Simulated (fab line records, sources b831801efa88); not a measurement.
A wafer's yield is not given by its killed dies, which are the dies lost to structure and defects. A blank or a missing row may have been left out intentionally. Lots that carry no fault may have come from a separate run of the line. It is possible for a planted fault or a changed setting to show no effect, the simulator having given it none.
A lot that was struck, set against a sound lot + flow gf180mcu + 14 out of 602 route steps
Sound: the wafers L465.4, L465.5, L465.6. Struck: wafer L457.5 (left out: L457.1, L457.6 of the same lot, which were not struck); the cause appears at the end.
For every step that has rows: the tool of each side, followed by ch and its chambers, followed by its first start. Under that, the readings that differ: sound wafers + struck wafers + difference of the means + sigmas: that difference in standard deviations of wafers without a fault.
alike: readings whose means differ by less than 2 such deviations, and words and numbers that are the same on both sides. not compared: withheld readings, readings that some wafer has no value for, bounds like >300 that may hide the same value, and numbers for which the record gives no deviation and whose values overlap.
The two part at a step that has a row with sigmas, a row that says differs or no value, or rows on one side only. Non-overlapping numbers with no deviation appear without sigmas and do not part them. Lack of a reading on every wafer of one side parts them only where that side has two or more wafers.

GF_V4_OVL_MEAS_15:
  struck on overlay-01, day 27 19:10; sound on overlay-01, day 30 00:20
  alike: V4_OVL
GF_V4_ETCH_16: etches BARC in N2/H2.
  sound on rie-diel-04 ch 0,3, day 30 00:20; struck on rie-diel-03 ch 3, day 27 19:11
| reading               | sound             | struck | difference | sigmas |
|-----------------------|-------------------|--------|------------|--------|
| oes-product-au (a.u.) | 0.851 0.859 0.861 | 0.847  | -0.010     | -2     |
  alike: drypump-motor-current-A, throttle-valve-pct
GF_V4_ETCH_17: etches SiO2 in C4F8/O2/Ar, stops on TiN, target depth 630 nm.
  sound: rie-diel-04 ch 0,3; struck: rie-diel-03 ch 3
  alike: oes-product-au
then, 4 steps without rows for these wafers: GF_V4_STRIP_18 (strips in O2/N2); GF_V4_STRIP_19 (strips in post etch residue remover, time 1200 s); GF_V4_CLEAN_20 (cleans in DIW); GF_V4_SPUTTER_21 (material Ti, target thk 15 nm, time 80.02 s).
GF_V4_SPUTTER_22: material TiN, target thk 10 nm, time 40 s.
  struck on pvd-sputter-01, day 27 19:57; sound on pvd-sputter-01, day 30 01:04
  alike: throttle-valve-pct
GF_V4_CVD_23: deposits W, target thk 350 nm, time 104.9 s.
  sound on cvd-w-01 ch 0,1, day 30 01:08; struck on cvd-w-02 ch 1, day 27 19:59
| reading            | sound       | struck | difference | sigmas |
|--------------------|-------------|--------|------------|--------|
| heater-power-w (W) | 834 698 834 | 942    | +153       | +2     |
GF_V4_RS_MEAS_24: measurement is done with a four-point probe.
  struck on film-metro-04, day 27 20:06; sound on film-metro-02, day 30 01:17
| reading          | sound             | struck | difference | sigmas |
|------------------|-------------------|--------|------------|--------|
| V4_W_RS (ohm/sq) | 0.320 0.326 0.323 | 0.335  | +0.012     | +3     |
GF_V4_THK_MEAS_25: measures by xrf.
  struck on film-metro-04, day 27 20:13; sound on film-metro-02, day 30 01:22
| reading       | sound       | struck | difference | sigmas |
|---------------|-------------|--------|------------|--------|
| V4_W_THK (nm) | 364 360 360 | 348    | -13        | -2     |
GF_V4_CMP_26: polishes, stops on SiO2, t overpolish 15 s, target thk 0 nm.
  sound on cmp-01 ch 0,1,2, day 30 01:30; struck on cmp-01 ch 0, day 27 20:20
  alike: edge-zone-pressure-frac, motor-current-A, overpolish-run-s, time-to-endpoint-s
GF_MIM_SPUTTER_00: material Ti, target thk 37.5 nm, time 150 s.
  struck on pvd-sputter-02, day 27 20:35; sound on pvd-sputter-01, day 30 01:42
| reading                                | sound             | struck | difference | sigmas |
|----------------------------------------|-------------------|--------|------------|--------|
| model.Ti_of_MIM_SPUTTER_00.thk-nm (nm) | 37.01 36.95 37.01 | 29.85  | -7.14      |        |
  alike: throttle-valve-pct
then, 1 step without rows for these wafers: GF_MIM_SPUTTER_01 (material TiN, target thk 30 nm, time 25 s).

## WHERE THEY PART
First at GF_V4_ETCH_16; last, within this record, at GF_V4_THK_MEAS_25. Later steps at which nothing parts them and some readings are alike: GF_V4_CMP_26, GF_MIM_SPUTTER_00.

WHY: what had been put in by the simulator
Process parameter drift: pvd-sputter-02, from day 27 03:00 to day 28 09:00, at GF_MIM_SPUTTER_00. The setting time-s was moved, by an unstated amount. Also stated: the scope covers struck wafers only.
